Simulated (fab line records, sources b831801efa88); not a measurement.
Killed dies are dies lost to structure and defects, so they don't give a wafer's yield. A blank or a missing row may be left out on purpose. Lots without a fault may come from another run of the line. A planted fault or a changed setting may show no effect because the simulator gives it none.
Chamber matching | flow gf180mcu | GF_V4_CMP_04 on cmp-02: 4 sister chambers
The step polishes SiO2. 8 wafers are shown with their chamber, then 11 later ones without.

WAFERS WITH THEIR CHAMBER
wafer  | chamber | motor_current_A (A) | time_to_endpoint_s (s)
L401.3 | 1       | 11.6                | 72
L401.6 | 1       | 11.8                | 76
L403.4 | 2       | 10.2                | 80
L403.6 | 0       | 10.9                | 86
L407.1 | 3       | 11.1                | 77
L407.3 | 2       | 9.4                 | 78
L407.4 | 0       | 11.7                | 82
L408.1 | 3       | 11.6                | 73

WAFERS WITHOUT THEIR CHAMBER
wafer  | motor_current_A (A) | time_to_endpoint_s (s)
L408.2 | 9.8                 | 72
L408.4 | 11.8                | 75
L412.1 | 9.7                 | 73
L412.3 | 11.7                | 73
L412.4 | 11.4                | 84
L416.1 | 11.9                | 81
L416.5 | 11.5                | 77
L416.6 | 10.2                | 79
L419.1 | 11.0                | 74
L419.3 | 11.7                | 78
L419.4 | 10.8                | 81

WHICH CHAMBER EACH WENT THROUGH
wafer  | from the rows above               | in truth
L408.2 | can't be placed: 2 or 3 or 1      | 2
L408.4 | can't be placed: 1 or 3           | 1
L412.1 | can't be placed: 2 or 3           | 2
L412.3 | can't be placed: 1 or 3           | 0
L412.4 | 0                                 | 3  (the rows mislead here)
L416.1 | can't be placed: 0 or 3 or 1      | 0
L416.5 | can't be placed: 3 or 1 or 0      | 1
L416.6 | 2                                 | 2
L419.1 | can't be placed: 3 or 1           | 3
L419.3 | can't be placed: 3 or 1 or 0      | 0
L419.4 | can't be placed: 0 or 2 or 3 or 1 | 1
Placed correctly: 1 of 11. Can't be placed from these rows: 9 (the true chamber is among the candidates in 8). Placed wrongly: 1.
How it was worked out, from the rows above alone: a wafer's distance from a chamber is the root of the sum, over the readings, of the square of ((its reading less the chamber's mean) divided by the reading's scatter). The wafer belongs to the nearest chamber; if the next one is less than 2 further off, it can't be placed. A chamber's mean is the mean of its shown wafers. The scatter: the root of (the sum of the squares of (reading less its chamber's mean) over the shown wafers, divided by (wafers less chambers)).
